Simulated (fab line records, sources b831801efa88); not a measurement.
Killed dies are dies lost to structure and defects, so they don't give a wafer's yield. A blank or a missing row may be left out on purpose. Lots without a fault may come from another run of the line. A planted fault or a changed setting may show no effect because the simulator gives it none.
Which tool did it? | flow sky130 | 12 lots, 36 wafers sampled, at 3 steps of a route of 708

WHAT THE GAUGES READ, wafer by wafer
SKY_VIA2_CD_MEAS_12: target cd 200 nm. Usual: cd_nm 200.1 nm, standard deviation 1.7.
lot  | measured     | on        | cd_nm (nm)        | flag
L335 | day 35 19:14 | cd_sem-02 | 199.7 199.0 199.1 |
L336 | day 35 22:29 | cd_sem-01 | 200.5 202.6 199.9 |
L339 | day 38 20:50 | cd_sem-02 | 202.0 203.4 202.7 |
L343 | day 39 11:13 | cd_sem-02 | 200.2 201.3 200.4 |
L344 | day 39 14:29 | cd_sem-02 | 200.9 198.5 200.1 |
L346 | day 39 17:11 | cd_sem-01 | 196.7 196.2 196.0 |
L350 | day 41 17:20 | cd_sem-01 | 201.5 201.7 201.5 |
L352 | day 42 05:08 | cd_sem-01 | 200.8 201.3 201.0 |
L354 | day 42 09:52 | cd_sem-01 | 196.3 196.2 197.1 |
L355 | day 42 11:34 | cd_sem-01 | 200.9 202.6 202.7 |
L357 | day 42 19:32 | cd_sem-02 | 200.2 198.6 200.3 |
L358 | day 43 04:37 | cd_sem-02 | 201.7 201.6 201.1 |

SKY_CAPM_THK_MEAS_01. Usual: CAPM_CVD_00_THK 15.42 nm, standard deviation 0.23.
lot  | measured     | on            | CAPM_CVD_00_THK (nm) | flag
L335 | day 35 20:59 | film_metro-03 | 15.51 15.36 15.70    |
L336 | day 36 00:13 | film_metro-04 | 15.65 15.73 15.44    |
L339 | day 38 22:35 | film_metro-04 | 15.18 15.54 15.31    |
L343 | day 39 13:02 | film_metro-03 | 15.54 15.70 15.80    |
L344 | day 39 16:48 | film_metro-04 | 15.35 15.14 15.51    |
L346 | day 39 19:00 | film_metro-01 | 15.78 15.53 15.52    |
L350 | day 41 19:02 | film_metro-04 | 15.60 15.38 15.31    |
L352 | day 42 07:13 | film_metro-03 | 15.17 15.10 15.31    |
L354 | day 42 11:35 | film_metro-04 | 15.00 15.51 15.72    |
L355 | day 42 13:16 | film_metro-04 | 15.45 15.77 15.87    |
L357 | day 42 21:19 | film_metro-01 | 15.21 15.45 15.51    |
L358 | day 43 06:32 | film_metro-03 | 15.16 15.31 15.47    |

WHICH TOOL RAN EACH LOT (tool, then ch and the chambers of the sampled wafers, then the start)
lot  | SKY_VIA2_ETCH_14
L335 | rie_diel-03 ch 1,2,3, day 35 19:23
L336 | rie_diel-02 ch 0,1,2, day 35 22:37
L339 | rie_diel-03 ch 2,3, day 38 21:00
L343 | rie_diel-04 ch 0,2,3, day 39 11:21
L344 | rie_diel-02 ch 0,1, day 39 14:38
L346 | rie_diel-04 ch 2,3, day 39 17:17
L350 | rie_diel-02 ch 0,2,3, day 41 17:29
L352 | rie_diel-04 ch 0,2, day 42 05:17
L354 | rie_diel-02 ch 0,2,3, day 42 10:00
L355 | rie_diel-02 ch 0,1,3, day 42 11:43
L357 | rie_diel-03 ch 0,2, day 42 19:40
L358 | rie_diel-02 ch 0,1,3, day 43 04:46
- SKY_VIA2_ETCH_14: etches BARC in N2/H2, stops on SiO2, time 45.9 s, target depth 60 nm.

WHAT THE TOOLS THEMSELVES READ (means of the sampled wafers that have a number; where no wafer has one, the mark that the record gives instead)
SKY_VIA2_ETCH_14. Usual: bias_w 100.0 W, standard deviation 0.32; drypump_motor_current_A 5.6 A, standard deviation 0.47; oes_product_au 0.855 a.u., standard deviation 0.0049; throttle_valve_pct 13.225 %, standard deviation 0.0079.
lot  | tool        | bias_w (W) | drypump_motor_current_A (A) | oes_product_au (a.u.) | throttle_valve_pct (%) | flag
L335 | rie_diel-03 | 100.0      | 5.8                         | 0.858                 | 13.228                 |
L336 | rie_diel-02 | 100.1      | 5.3                         | 0.854                 | 13.222                 |
L339 | rie_diel-03 | 99.9       | 6.1                         | 0.858                 | 13.234                 |
L343 | rie_diel-04 | 100.1      | 5.5                         | 0.856                 | 13.227                 |
L344 | rie_diel-02 | 100.0      | 5.0                         | 0.854                 | 13.225                 |
L346 | rie_diel-04 | 100.1      | 5.3                         | 0.858                 | 13.220                 |
L350 | rie_diel-02 | 99.9       | 5.6                         | 0.854                 | 13.224                 |
L352 | rie_diel-04 | 100.0      | 5.3                         | 0.855                 | 13.226                 |
L354 | rie_diel-02 | 100.2      | 5.6                         | 0.863                 | 13.222                 |
L355 | rie_diel-02 | 100.1      | 5.4                         | 0.857                 | 13.227                 |
L357 | rie_diel-03 | 100.4      | 5.5                         | 0.858                 | 13.222                 |
L358 | rie_diel-02 | 100.1      | 5.4                         | 0.852                 | 13.225                 |

THE ANSWER, worked out from the rows above alone
Rule: a lot is off if the mean of its wafers that have a number lies more than 3 standard deviations from the usual mean. A lot without any number at a reading at which 4 lots or more have one is off too. The other lots that the step has rows for count as sound. The gauges are gone through in route order, then the tools' own readings, and for those a lot's mean is taken as printed above. The first step at which some lot is off is used, and at that step the reading that is off furthest; a lot without a number counts as furthest.
No lot is off at any reading shown: from this, nothing can be told.

WHAT THE SIMULATOR HAD PUT IN
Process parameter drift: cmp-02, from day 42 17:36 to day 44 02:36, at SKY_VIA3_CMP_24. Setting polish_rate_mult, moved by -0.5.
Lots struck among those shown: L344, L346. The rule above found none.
